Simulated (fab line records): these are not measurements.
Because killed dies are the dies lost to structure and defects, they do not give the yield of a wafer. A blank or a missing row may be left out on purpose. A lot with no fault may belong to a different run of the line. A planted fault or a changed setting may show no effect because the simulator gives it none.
Which tool did it? -- flow gf180mcu -- 6 lots, 18 wafers sampled, at 1 step of a route of 602

== WHAT EACH GAUGE READ, for each wafer ==
GF_HV_LDD_CD_MEAS_19: target cd 400 nm.
lot,measured,on,cd_nm (nm)
L337,day 11 15:30,cd_sem-02,399.7 400.7 401.7
L341,day 13 01:29,cd_sem-01,402.8 401.7 400.7
L344,day 14 03:01,cd_sem-02,399.7 398.5 398.5
L347,day 15 00:05,cd_sem-02,398.2 397.6 396.7
L355,day 18 01:58,cd_sem-02,396.8 396.6 396.0
L357,day 18 06:10,cd_sem-02,399.7 400.1 401.7

== WHAT TOOL EACH LOT RAN ON (gives the tool, then ch and the chambers of the sampled wafers, and finally the start) ==
There is no process step in the record ahead of these readings.

== THE ANSWER, worked out from the rows above alone ==
Rule: the lots themselves supply what counts as usual. Put in order of their means at a reading, lots are off if they are a third of the lots or fewer, leave a main group of 4 or more, and stand apart from it by a gap of 3 or more times the standard deviation of the main group's means; of several such gaps the widest counts. Not used: any main group whose means are identical at the precision the tables above print for the reading. Also off: a lot with no number at a reading for which 4 or more lots have one. All remaining lots with rows at the step are treated as sound.
None of the lots is off at any reading shown; this tells nothing.

== WHAT HAD BEEN PUT IN BY THE SIMULATOR ==
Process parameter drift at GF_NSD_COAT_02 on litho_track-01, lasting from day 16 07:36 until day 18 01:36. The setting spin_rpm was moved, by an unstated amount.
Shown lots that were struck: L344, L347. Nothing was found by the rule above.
